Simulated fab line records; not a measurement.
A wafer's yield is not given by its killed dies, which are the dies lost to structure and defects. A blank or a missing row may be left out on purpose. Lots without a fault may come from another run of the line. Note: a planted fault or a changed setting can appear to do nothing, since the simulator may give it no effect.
fab line records	flow gf180mcu
record: lots: 24	wafers: 72	last_day: 34
route steps=602 shown VT_IMPLANT@119 V2@398 V4@499 MIM@505 M5@537 V5@561
lots that met no fault: from a run of the same line without faults
start_h: start of the lot's first displayed wafer, in hours after the record's first day	wait_h: hours since the lot's step before	" the same as in the row above	L1.1+2: a single row standing in for several wafers	- no value, or no start given	* or withheld: withheld	< > ~ a bound
route shown NAME@n: NAME is a module with steps in the file, n the number in the route of the first one	usual: average and standard deviation across the fault-free wafers	same: alike in all rows	chamber/n: place in a boat	sites: readings site by site	_std_site: how widely they spread, as a standard deviation	_edge_site: the outer-site mean with the inner-site mean subtracted	radius_mm: how far each site lies from the wafer's centre	mask NAME#n: copy n	behind: the most recent tool/chamber to have shaped the wafer	hold: why the lot went on hold/how many hours it stayed there/how the hold came to an end	device: the transistor (n, p or np) that didn't switch	end of line: the same wafers' tests at the end of the route	a step without rows: its recipe alone	killed: count of dies lost to structure and defects at first sort (not the wafer's yield)	map: dies across one wafer; x = killed, . = not, _ = none there
set.NAME: the setting the step ran with; set.NAME@STEP: the setting that earlier step ran with	model.NAME: the simulator's own value behind a step, which no gauge read
one table for each step of the route and one row for each wafer, over a sample of lots
services: when a tool's chamber went out of use (start_h, in hours from the record's first day, below 0 if earlier), for how many hours, and the reason
== steps ==
step: GF_VT_IMPLANT_OVL_MEAS_29
usual: VT_IMPLANT_02_OVL: -0.6/1.3
lot.wafer	tool	chamber	start_h	wait_h	VT_IMPLANT_02_OVL[nm]
L074.2	overlay-02	-	144.47	0.1	1.0
L074.4	"	-	"	"	0.4
L074.5	"	-	"	"	-1.4
L075.1	overlay-02	-	153.11	0.1	1.4
L075.2	"	-	"	"	0.2
L075.6	"	-	"	"	-0.1
L076.1	overlay-01	-	160.96	0.1	-2.9
L076.4	"	-	"	"	-2.0
L076.6	"	-	"	"	0.4
L077.2	overlay-02	-	164.81	0.1	0.5
L077.3	"	-	"	"	-0.1
L077.6	"	-	"	"	1.8
L078.2	overlay-01	-	168.91	0.1	-0.7
L078.4	"	-	"	"	0.9
L078.6	"	-	"	"	1.7
L079.4	overlay-02	-	169.53	0.1	-0.7
L079.5	"	-	"	"	-0.1
L079.6	"	-	"	"	-0.1
L080.2	overlay-01	-	181.76	0.1	1.7
L080.5	"	-	"	"	-0.5
L080.6	"	-	"	"	-0.3
L081.1	overlay-02	-	192.00	0.1	1.0
L081.4	"	-	"	"	1.3
L081.5	"	-	"	"	0.7
L082.1	overlay-01	-	196.05	0.1	-0.7
L082.2	"	-	"	"	-1.0
L082.3	"	-	"	"	-0.2
L083.1	overlay-02	-	200.36	0.1	0.0
L083.2	"	-	"	"	-1.6
L083.5	"	-	"	"	0.3
L084.1	overlay-01	-	206.54	0.1	-0.9
L084.3	"	-	"	"	-0.1
L084.5	"	-	"	"	0.8
L085.1	overlay-01	-	212.80	0.1	-1.7
L085.3	"	-	"	"	-1.6
L085.5	"	-	"	"	-0.6
L086.1	overlay-02	-	221.16	0.1	0.1
L086.2	"	-	"	"	-1.4
L086.6	"	-	"	"	-1.4
L087.2	overlay-01	-	226.95	0.1	-0.4
L087.4	"	-	"	"	-1.2
L087.5	"	-	"	"	-0.8
L088.2	overlay-01	-	232.35	0.1	-1.7
L088.4	"	-	"	"	-1.8
L088.5	"	-	"	"	-0.4
L089.3	overlay-02	-	237.80	0.1	1.6
L089.4	"	-	"	"	2.9
L089.5	"	-	"	"	0.8
L090.3	overlay-01	-	244.20	0.1	-3.4
L090.5	"	-	"	"	-2.0
L090.6	"	-	"	"	-3.4
L091.1	overlay-01	-	252.86	0.1	-1.4
L091.4	"	-	"	"	0.0
L091.6	"	-	"	"	-1.8
L092.1	overlay-02	-	260.51	0.1	0.8
L092.4	"	-	"	"	1.2
L092.5	"	-	"	"	1.3
L093.1	overlay-02	-	265.19	0.1	-2.3
L093.3	"	-	"	"	-0.8
L093.6	"	-	"	"	-2.5
L094.1	overlay-01	-	270.66	0.1	-1.1
L094.3	"	-	"	"	-0.5
L094.6	"	-	"	"	0.2
L095.1	overlay-02	-	279.34	0.1	-0.4
L095.2	"	-	"	"	-1.5
L095.4	"	-	"	"	-1.2
L096.2	overlay-02	-	284.71	0.1	-1.1
L096.3	"	-	"	"	-0.2
L096.4	"	-	"	"	-1.4
L097.3	overlay-01	-	293.36	0.1	-1.5
L097.5	"	-	"	"	-3.4
L097.6	"	-	"	"	-3.2
step: GF_V2_ETCH_16
recipe: chemistry: N2/H2	target_depth_a: withheld	overetch_a: withheld	time_s: withheld	target: BARC	ion_energy_ev: 200	source_w: 500	bias_w: 100	pressure_mtorr: 30	n2_flow_sccm: 100	h2_flow_sccm: 200
usual: drypump_motor_current_A: 5.7/0.37	h2_flow_sccm: 200.0/0.58	oes_product_au: 0.856/0.0046	throttle_valve_pct: 13.224/0.0092
lot.wafer	tool	chamber	start_h	wait_h	drypump_motor_current_A	h2_flow_sccm	oes_product_au	throttle_valve_pct
L074.2	rie_diel-01	3	468.60	0.0	5.7	200.2	0.856	13.240
L074.4	"	1	"	"	5.3	200.6	0.853	13.231
L074.5	"	1	"	"	5.3	200.0	0.857	13.210
L075.1	rie_diel-04	1	478.76	0.0	5.9	200.0	0.855	13.221
L075.2	"	0	"	"	5.0	199.9	0.860	13.200
L075.6	"	3	"	"	5.8	200.0	0.859	13.212
L076.1	rie_diel-04	2	491.86	0.0	5.4	199.6	0.853	13.212
L076.4	"	1	"	"	5.9	199.9	0.859	13.233
L076.6	"	0	"	"	5.0	199.4	0.856	13.233
L077.2	rie_diel-04	2	496.11	0.0	5.4	201.2	0.862	13.204
L077.3	"	3	"	"	5.7	200.2	0.862	13.224
L077.6	"	0	"	"	5.0	199.3	0.855	13.208
L078.2	rie_diel-01	1	504.16	0.0	5.3	199.3	0.858	13.229
L078.4	"	3	"	"	5.7	200.2	0.861	13.225
L078.6	"	1	"	"	5.3	199.2	0.857	13.222
L079.4	rie_diel-02	0	506.15	0.0	5.5	199.7	0.863	13.211
L079.5	"	1	"	"	6.1	201.9	0.848	13.229
L079.6	"	2	"	"	5.4	200.0	0.858	13.224
L080.2	rie_diel-01	2	520.60	0.0	6.6	199.9	0.857	13.219
L080.5	"	0	"	"	5.7	200.1	0.859	13.231
L080.6	"	1	"	"	5.3	200.5	0.859	13.214
L081.1	rie_diel-01	2	535.65	0.0	6.5	200.2	0.860	13.226
L081.4	"	0	"	"	5.8	200.0	0.859	13.227
L081.5	"	1	"	"	5.3	199.7	0.850	13.234
L082.1	rie_diel-02	3	537.41	0.0	5.8	199.0	0.851	13.229
L082.2	"	0	"	"	5.5	199.6	0.853	13.231
L082.3	"	1	"	"	6.1	200.0	0.856	13.221
L083.1	rie_diel-04	3	539.85	0.0	5.7	201.0	0.849	13.213
L083.2	"	2	"	"	5.4	199.9	0.858	13.218
L083.5	"	2	"	"	5.4	200.4	0.861	13.236
L084.1	rie_diel-01	2	550.75	0.0	6.6	199.7	0.863	13.214
L084.3	"	3	"	"	5.7	199.9	0.856	13.234
L084.5	"	3	"	"	5.7	200.6	0.856	13.228
L085.1	rie_diel-01	0	555.35	0.0	5.7	199.6	0.864	13.222
L085.3	"	3	"	"	5.7	199.4	0.859	13.226
L085.5	"	2	"	"	6.6	199.9	0.851	13.200
L086.1	rie_diel-02	3	569.90	0.0	5.8	200.2	0.858	13.218
L086.2	"	0	"	"	5.4	199.9	0.859	13.221
L086.6	"	3	"	"	5.8	199.7	0.856	13.231
L087.2	rie_diel-04	2	575.11	0.0	5.4	200.0	0.864	13.224
L087.4	"	0	"	"	5.0	199.4	0.851	13.220
L087.5	"	2	"	"	5.4	200.8	0.858	13.233
L088.2	rie_diel-01	2	583.75	0.0	6.6	200.1	0.854	13.215
L088.4	"	3	"	"	5.7	199.5	0.861	13.227
L088.5	"	1	"	"	5.3	199.7	0.857	13.245
L089.3	rie_diel-02	0	590.25	0.0	5.5	201.2	0.856	13.230
L089.4	"	1	"	"	6.1	200.7	0.852	13.219
L089.5	"	3	"	"	5.8	199.4	0.859	13.219
L090.3	rie_diel-02	1	593.95	0.0	6.1	200.1	0.862	13.224
L090.5	"	0	"	"	5.4	200.5	0.855	13.217
L090.6	"	1	"	"	6.1	200.1	0.862	13.228
L091.1	rie_diel-02	2	604.75	0.0	5.4	200.1	0.856	13.211
L091.4	"	0	"	"	5.5	200.9	0.854	13.231
L091.6	"	3	"	"	5.8	200.0	0.854	13.221
L092.1	rie_diel-01	3	618.21	0.0	5.7	200.4	0.855	13.225
L092.4	"	2	"	"	6.5	201.1	0.854	13.212
L092.5	"	1	"	"	5.3	199.7	0.857	13.241
L093.1	rie_diel-02	2	619.05	0.0	5.4	200.4	0.854	13.231
L093.3	"	0	"	"	5.4	200.2	0.862	13.229
L093.6	"	0	"	"	5.4	199.6	0.854	13.226
L094.1	rie_diel-02	3	624.40	0.0	5.8	200.1	0.846	13.217
L094.3	"	1	"	"	6.1	199.7	0.857	13.226
L094.6	"	0	"	"	5.4	200.1	0.852	13.224
L095.1	rie_diel-04	0	634.80	0.0	4.9	199.4	0.856	13.220
L095.2	"	3	"	"	5.8	201.7	0.866	13.218
L095.4	"	1	"	"	5.9	200.4	0.855	13.235
L096.2	rie_diel-02	2	643.71	0.0	5.4	199.8	0.857	13.220
L096.3	"	3	"	"	5.8	199.7	0.861	13.227
L096.4	"	0	"	"	5.5	199.7	0.842	13.208
L097.3	rie_diel-02	0	648.15	0.0	5.4	200.7	0.854	13.230
L097.5	"	3	"	"	5.8	200.5	0.848	13.223
L097.6	"	0	"	"	5.4	199.6	0.860	13.221
step: GF_V4_CVD_23
recipe: material: W	target_thk_nm: 350	time_s: 104.9	temp_c: 400	pressure_torr: 40
usual: heater_power_w: 875/71
lot.wafer	tool	chamber	start_h	wait_h	heater_power_w
L074.2	cvd_w-02	0	568.36	0.0	831
L074.4	"	0	"	"	814
L074.5	"	1	"	"	940
L075.1	cvd_w-02	0	576.58	0.0	851
L075.2	"	1	"	"	937
L075.6	"	1	"	"	949
L076.1	cvd_w-02	0	588.72	0.0	857
L076.4	"	0	"	"	816
L076.6	"	0	"	"	835
L077.2	cvd_w-02	0	592.60	0.0	820
L077.3	"	1	"	"	952
L077.6	"	1	"	"	915
L078.2	cvd_w-01	1	599.45	0.0	934
L078.4	"	1	"	"	922
L078.6	"	0	"	"	764
L079.4	cvd_w-02	1	601.16	0.1	927
L079.5	"	0	"	"	826
L079.6	"	1	"	"	950
L080.2	cvd_w-01	1	615.10	0.0	912
L080.5	"	1	"	"	920
L080.6	"	0	"	"	778
L081.1	cvd_w-02	1	629.22	0.0	958
L081.4	"	1	"	"	952
L081.5	"	1	"	"	958
L082.1	cvd_w-01	0	630.90	0.0	767
L082.2	"	1	"	"	916
L082.3	"	1	"	"	912
L083.1	cvd_w-02	1	631.96	0.0	968
L083.2	"	0	"	"	846
L083.5	"	0	"	"	844
L084.1	cvd_w-02	0	642.60	0.0	830
L084.3	"	1	"	"	948
L084.5	"	1	"	"	956
L085.1	cvd_w-01	0	648.02	0.0	757
L085.3	"	1	"	"	934
L085.5	"	0	"	"	777
L086.1	cvd_w-02	1	660.51	0.0	940
L086.2	"	0	"	"	833
L086.6	"	1	"	"	932
L087.2	cvd_w-02	0	664.27	0.0	837
L087.4	"	1	"	"	943
L087.5	"	0	"	"	843
L088.2	cvd_w-02	1	672.76	0.0	936
L088.4	"	1	"	"	978
L088.5	"	0	"	"	836
L089.3	cvd_w-01	0	678.80	0.1	761
L089.4	"	1	"	"	939
L089.5	"	1	"	"	905
L090.3	cvd_w-01	0	681.55	0.1	778
L090.5	"	1	"	"	904
L090.6	"	0	"	"	773
L091.1	cvd_w-02	0	691.89	0.0	831
L091.4	"	1	"	"	933
L091.6	"	0	"	"	825
L092.1	cvd_w-01	1	703.17	0.0	927
L092.4	"	1	"	"	948
L092.5	"	1	"	"	936
L093.1	cvd_w-01	1	704.27	0.0	936
L093.3	"	1	"	"	938
L093.6	"	0	"	"	768
L094.1	cvd_w-02	1	709.07	0.0	969
L094.3	"	1	"	"	928
L094.6	"	1	"	"	994
L095.1	cvd_w-01	0	718.42	0.0	791
L095.2	"	1	"	"	970
L095.4	"	1	"	"	942
L096.2	cvd_w-02	1	727.12	0.0	933
L096.3	"	0	"	"	833
L096.4	"	1	"	"	962
L097.3	cvd_w-02	0	729.80	0.1	837
L097.5	"	0	"	"	831
L097.6	"	1	"	"	952
step: GF_MIM_SPUTTER_02
recipe: material: AlCu	target_thk_nm: 450	power_w: 10600	time_s: 23.9	chamber_pressure_pa: 0.4
usual: throttle_valve_pct: 30.3/0.74
lot.wafer	tool	chamber	start_h	wait_h	throttle_valve_pct
L074.2	pvd_sputter-03	-	569.08	0.0	29.6
L074.4	"	-	"	"	31.2
L074.5	"	-	"	"	29.7
L075.1	pvd_sputter-03	-	577.30	0.0	31.5
L075.2	"	-	"	"	31.0
L075.6	"	-	"	"	30.3
L076.1	pvd_sputter-03	-	589.44	0.0	30.3
L076.4	"	-	"	"	29.5
L076.6	"	-	"	"	31.1
L077.2	pvd_sputter-03	-	593.32	0.0	29.6
L077.3	"	-	"	"	31.4
L077.6	"	-	"	"	31.1
L078.2	pvd_sputter-03	-	600.17	0.0	30.5
L078.4	"	-	"	"	29.6
L078.6	"	-	"	"	31.4
L079.4	pvd_sputter-04	-	601.84	0.0	29.5
L079.5	"	-	"	"	29.8
L079.6	"	-	"	"	30.6
L080.2	pvd_sputter-01	-	615.82	0.0	29.0
L080.5	"	-	"	"	30.2
L080.6	"	-	"	"	30.7
L081.1	pvd_sputter-01	-	629.95	0.0	30.3
L081.4	"	-	"	"	30.1
L081.5	"	-	"	"	30.3
L082.1	pvd_sputter-04	-	631.63	0.0	30.4
L082.2	"	-	"	"	29.6
L082.3	"	-	"	"	30.6
L083.1	pvd_sputter-03	-	632.68	0.0	29.3
L083.2	"	-	"	"	31.3
L083.5	"	-	"	"	31.3
L084.1	pvd_sputter-03	-	643.32	0.0	30.5
L084.3	"	-	"	"	31.3
L084.5	"	-	"	"	31.2
L085.1	pvd_sputter-03	-	648.74	0.0	29.8
L085.3	"	-	"	"	30.3
L085.5	"	-	"	"	31.2
L086.1	pvd_sputter-04	-	661.24	0.0	30.4
L086.2	"	-	"	"	29.9
L086.6	"	-	"	"	29.3
L087.2	pvd_sputter-04	-	664.99	0.0	30.5
L087.4	"	-	"	"	30.0
L087.5	"	-	"	"	29.8
L088.2	pvd_sputter-01	-	673.49	0.0	30.6
L088.4	"	-	"	"	30.4
L088.5	"	-	"	"	30.5
L089.3	pvd_sputter-04	-	679.49	0.0	30.7
L089.4	"	-	"	"	30.9
L089.5	"	-	"	"	29.7
L090.3	pvd_sputter-03	-	682.24	0.0	31.0
L090.5	"	-	"	"	31.1
L090.6	"	-	"	"	29.8
L091.1	pvd_sputter-03	-	692.62	0.0	30.6
L091.4	"	-	"	"	31.3
L091.6	"	-	"	"	29.6
L092.1	pvd_sputter-01	-	703.90	0.0	30.3
L092.4	"	-	"	"	29.0
L092.5	"	-	"	"	29.2
L093.1	pvd_sputter-04	-	705.20	0.0	30.0
L093.3	"	-	"	"	30.7
L093.6	"	-	"	"	30.7
L094.1	pvd_sputter-03	-	709.79	0.0	31.3
L094.3	"	-	"	"	31.2
L094.6	"	-	"	"	31.2
L095.1	pvd_sputter-01	-	719.14	0.0	29.1
L095.2	"	-	"	"	30.4
L095.4	"	-	"	"	29.1
L096.2	pvd_sputter-01	-	727.89	0.0	30.6
L096.3	"	-	"	"	29.2
L096.4	"	-	"	"	30.2
L097.3	pvd_sputter-04	-	730.74	0.0	30.1
L097.5	"	-	"	"	29.7
L097.6	"	-	"	"	29.9
step: GF_M5_STRIP_11
recipe: chemistry: O2/N2	power_w: 1400	pressure_mtorr: 1500	platen_temp_c: 250	o2_flow_sccm: 3000	n2_flow_sccm: 300	overash_fraction: 0.5
usual: drypump_motor_current_A: 5.9/0.41	heater_power_w: 329/7.4	oes_product_au: 0.528/0.0059	strip_time_to_endpoint_s: 7.14/0.073
lot.wafer	tool	chamber	start_h	wait_h	drypump_motor_current_A	heater_power_w	oes_product_au	rf_hours_counter_h	strip_time_to_endpoint_s
L074.2	plasma_asher-01	1	612.39	0.1	5.4	336	0.527	97	7.07
L074.4	"	1	"	"	5.4	338	0.530	-	7.16
L074.5	"	1	"	"	5.4	332	0.525	-	7.19
L075.1	plasma_asher-04	0	619.56	0.1	6.0	328	0.527	50	7.01
L075.2	"	1	"	"	6.6	320	0.526	50	7.10
L075.6	"	1	"	"	6.6	336	0.534	-	7.14
L076.1	plasma_asher-03	1	631.76	0.1	5.6	329	0.523	22	7.10
L076.4	"	1	"	"	5.6	338	0.516	-	7.05
L076.6	"	1	"	"	5.6	342	0.521	-	7.05
L077.2	plasma_asher-04	0	635.46	0.1	5.9	330	0.525	52	7.08
L077.3	"	1	"	"	6.6	332	0.523	-	7.06
L077.6	"	1	"	"	6.6	340	0.527	-	7.09
L078.2	plasma_asher-04	1	641.55	0.1	6.6	344	0.530	53	7.13
L078.4	"	0	"	"	5.9	330	0.528	-	7.19
L078.6	"	0	"	"	6.0	331	0.528	-	7.18
L079.4	plasma_asher-01	0	644.54	0.1	5.5	324	0.527	-	7.06
L079.5	"	0	"	"	5.5	336	0.527	-	7.02
L079.6	"	1	"	"	5.4	327	0.528	-	7.08
L080.2	plasma_asher-04	0	657.60	0.1	5.9	329	0.522	54	7.00
L080.5	"	0	"	"	5.9	327	0.529	-	7.11
L080.6	"	1	"	"	6.6	337	0.519	-	7.03
L081.1	plasma_asher-01	0	671.19	0.1	5.5	326	0.530	103	7.16
L081.4	"	1	"	"	5.4	337	0.532	-	7.21
L081.5	"	1	"	"	5.4	338	0.523	-	7.24
L082.1	plasma_asher-01	1	672.14	0.1	5.4	337	0.535	103	7.07
L082.2	"	0	"	"	5.5	330	0.526	103	7.01
L082.3	"	0	"	"	5.5	324	0.517	-	7.00
L083.1	plasma_asher-01	1	674.00	0.1	5.4	328	0.532	104	7.10
L083.2	"	0	"	"	5.5	327	0.524	104	7.21
L083.5	"	0	"	"	5.5	329	0.526	-	7.14
L084.1	plasma_asher-03	0	683.73	0.1	6.1	315	0.524	28	7.09
L084.3	"	1	"	"	5.6	333	0.539	-	7.17
L084.5	"	0	"	"	6.1	324	0.521	-	7.16
L085.1	plasma_asher-03	1	687.99	0.1	5.6	334	0.528	28	7.21
L085.3	"	1	"	"	5.6	333	0.522	-	7.12
L085.5	"	1	"	"	5.6	331	0.528	-	7.11
L086.1	plasma_asher-03	0	700.39	0.1	6.1	324	0.530	29	7.10
L086.2	"	1	"	"	5.6	334	0.538	29	7.18
L086.6	"	0	"	"	6.1	323	0.521	-	7.14
L087.2	plasma_asher-03	0	703.89	0.1	6.1	315	0.527	30	7.07
L087.4	"	0	"	"	6.1	316	0.533	-	7.16
L087.5	"	0	"	"	6.1	322	0.527	-	7.18
L088.2	plasma_asher-01	0	712.20	0.1	5.5	326	0.533	108	7.19
L088.4	"	0	"	"	5.5	331	0.521	-	7.14
L088.5	"	1	"	"	5.4	325	0.528	-	7.23
L089.3	plasma_asher-03	0	716.93	0.1	6.1	320	0.537	-	7.23
L089.4	"	1	"	"	5.6	333	0.537	-	7.29
L089.5	"	1	"	"	5.6	339	0.537	-	7.28
L090.3	plasma_asher-04	0	718.70	0.2	6.0	317	0.528	-	7.07
L090.5	"	0	"	"	5.9	327	0.524	-	7.07
L090.6	"	1	"	"	6.6	328	0.519	-	7.06
L091.1	plasma_asher-03	0	730.54	0.1	6.1	307	0.532	32	7.26
L091.4	"	1	"	"	5.6	333	0.534	-	7.14
L091.6	"	0	"	"	6.1	315	0.533	-	7.21
L092.1	plasma_asher-04	0	740.44	0.1	5.9	323	0.533	63	7.22
L092.4	"	1	"	"	6.6	328	0.530	-	7.17
L092.5	"	1	"	"	6.6	337	0.525	-	7.14
L093.1	plasma_asher-04	0	741.14	0.1	6.0	337	0.535	64	7.20
L093.3	"	1	"	"	6.6	340	0.534	-	7.20
L093.6	"	0	"	"	6.0	328	0.531	-	7.22
L094.1	plasma_asher-03	0	744.59	0.1	6.1	317	0.519	34	7.09
L094.3	"	0	"	"	6.1	320	0.530	-	7.07
L094.6	"	1	"	"	5.6	338	0.526	-	7.10
L095.1	plasma_asher-04	0	754.94	0.1	6.0	335	0.533	65	7.22
L095.2	"	1	"	"	6.5	330	0.534	65	7.20
L095.4	"	0	"	"	6.0	328	0.531	-	7.21
L096.2	plasma_asher-04	0	763.49	0.1	5.9	331	0.539	66	7.27
L096.3	"	1	"	"	6.6	336	0.535	-	7.22
L096.4	"	0	"	"	5.9	327	0.532	-	7.24
L097.3	plasma_asher-04	0	765.92	0.1	6.0	331	0.521	-	7.05
L097.5	"	0	"	"	5.9	330	0.525	-	7.01
L097.6	"	1	"	"	6.6	336	0.520	-	7.06
step: GF_V5_SPUTTER_21
recipe: material: Ti	target_thk_nm: 15	chamber_pressure_pa: 5	power_w: 2500	substrate_temp_c: 200	time_s: 80.02
usual: throttle_valve_pct: 29.8/0.77
lot.wafer	tool	chamber	start_h	wait_h	throttle_valve_pct
L074.2	pvd_sputter-04	-	635.47	0.0	30.6
L074.4	"	-	"	"	29.7
L074.5	"	-	"	"	29.8
L075.1	pvd_sputter-01	-	641.17	0.0	28.9
L075.2	"	-	"	"	30.1
L075.6	"	-	"	"	29.1
L076.1	pvd_sputter-04	-	654.04	0.0	29.9
L076.4	"	-	"	"	30.7
L076.6	"	-	"	"	30.2
L077.2	pvd_sputter-02	-	657.99	0.0	29.9
L077.3	"	-	"	"	27.6
L077.6	"	-	"	"	27.8
L078.2	pvd_sputter-04	-	663.99	0.0	30.9
L078.4	"	-	"	"	29.7
L078.6	"	-	"	"	29.8
L079.4	pvd_sputter-01	-	666.49	0.0	30.3
L079.5	"	-	"	"	29.0
L079.6	"	-	"	"	28.9
L080.2	pvd_sputter-01	-	679.64	0.0	30.1
L080.5	"	-	"	"	30.5
L080.6	"	-	"	"	28.8
L081.1	pvd_sputter-04	-	692.32	0.0	29.3
L081.4	"	-	"	"	29.9
L081.5	"	-	"	"	29.6
L082.1	pvd_sputter-02	-	693.00	0.0	29.7
L082.2	"	-	"	"	29.7
L082.3	"	-	"	"	27.8
L083.1	pvd_sputter-02	-	694.59	0.0	27.7
L083.2	"	-	"	"	29.8
L083.5	"	-	"	"	30.1
L084.1	pvd_sputter-01	-	704.65	0.0	29.0
L084.3	"	-	"	"	30.1
L084.5	"	-	"	"	30.4
L085.1	pvd_sputter-01	-	708.29	0.0	30.5
L085.3	"	-	"	"	29.1
L085.5	"	-	"	"	30.2
L086.1	pvd_sputter-02	-	720.78	0.0	29.9
L086.2	"	-	"	"	30.0
L086.6	"	-	"	"	27.6
L087.2	pvd_sputter-01	-	723.96	0.0	29.0
L087.4	"	-	"	"	30.3
L087.5	"	-	"	"	30.4
L088.2	pvd_sputter-04	-	731.99	0.0	29.9
L088.4	"	-	"	"	30.5
L088.5	"	-	"	"	30.5
L089.3	pvd_sputter-04	-	736.74	0.0	30.1
L089.4	"	-	"	"	30.5
L089.5	"	-	"	"	29.8
L090.3	pvd_sputter-02	-	738.48	0.0	27.8
L090.5	"	-	"	"	29.8
L090.6	"	-	"	"	29.9
L091.1	pvd_sputter-04	-	750.04	0.0	29.5
L091.4	"	-	"	"	30.6
L091.6	"	-	"	"	30.1
L092.1	pvd_sputter-04	-	758.57	0.0	29.7
L092.4	"	-	"	"	30.3
L092.5	"	-	"	"	30.8
L093.1	pvd_sputter-01	-	759.92	0.0	28.9
L093.3	"	-	"	"	29.0
L093.6	"	-	"	"	28.9
L094.1	pvd_sputter-02	-	763.84	0.0	29.6
L094.3	"	-	"	"	27.8
L094.6	"	-	"	"	29.6
L095.1	pvd_sputter-02	-	772.95	0.0	29.8
L095.2	"	-	"	"	27.8
L095.4	"	-	"	"	30.0
L096.2	pvd_sputter-02	-	781.92	0.0	29.7
L096.3	"	-	"	"	30.1
L096.4	"	-	"	"	29.7
L097.3	pvd_sputter-04	-	783.94	0.0	30.8
L097.5	"	-	"	"	30.5
L097.6	"	-	"	"	30.5
== services ==
tool	chamber	start_h	hours	kind
plasma_asher-04	-	449.06	26.4	repair
pvd_sputter-01	-	463.74	5.0	repair
cvd_w-02	-	469.58	2.8	pm
pvd_sputter-03	-	471.36	2.3	repair
cvd_w-01	0	474.51	6.1	repair
plasma_asher-04	-	475.42	14.6	pm
pvd_sputter-04	-	491.11	1.5	repair
cvd_w-01	-	505.27	0.3	repair
rie_diel-02	-	515.99	1.3	repair
rie_diel-02	3	557.15	10.5	repair
plasma_asher-04	-	568.46	2.8	pm
pvd_sputter-04	-	572.58	6.7	repair
rie_diel-02	2	576.02	5.0	repair
pvd_sputter-04	-	592.20	2.5	repair
pvd_sputter-03	-	635.11	3.2	repair
cvd_w-02	-	677.15	1.7	repair
pvd_sputter-01	-	710.93	1.0	repair
pvd_sputter-04	-	717.36	2.3	repair
rie_diel-02	3	717.64	10.5	repair
rie_diel-02	1	738.15	16.7	repair
cvd_w-02	-	754.52	2.0	repair
pvd_sputter-04	-	761.13	2.1	repair
pvd_sputter-04	-	763.63	1.8	repair
cvd_w-02	-	779.10	0.4	repair
== key ==
fault none
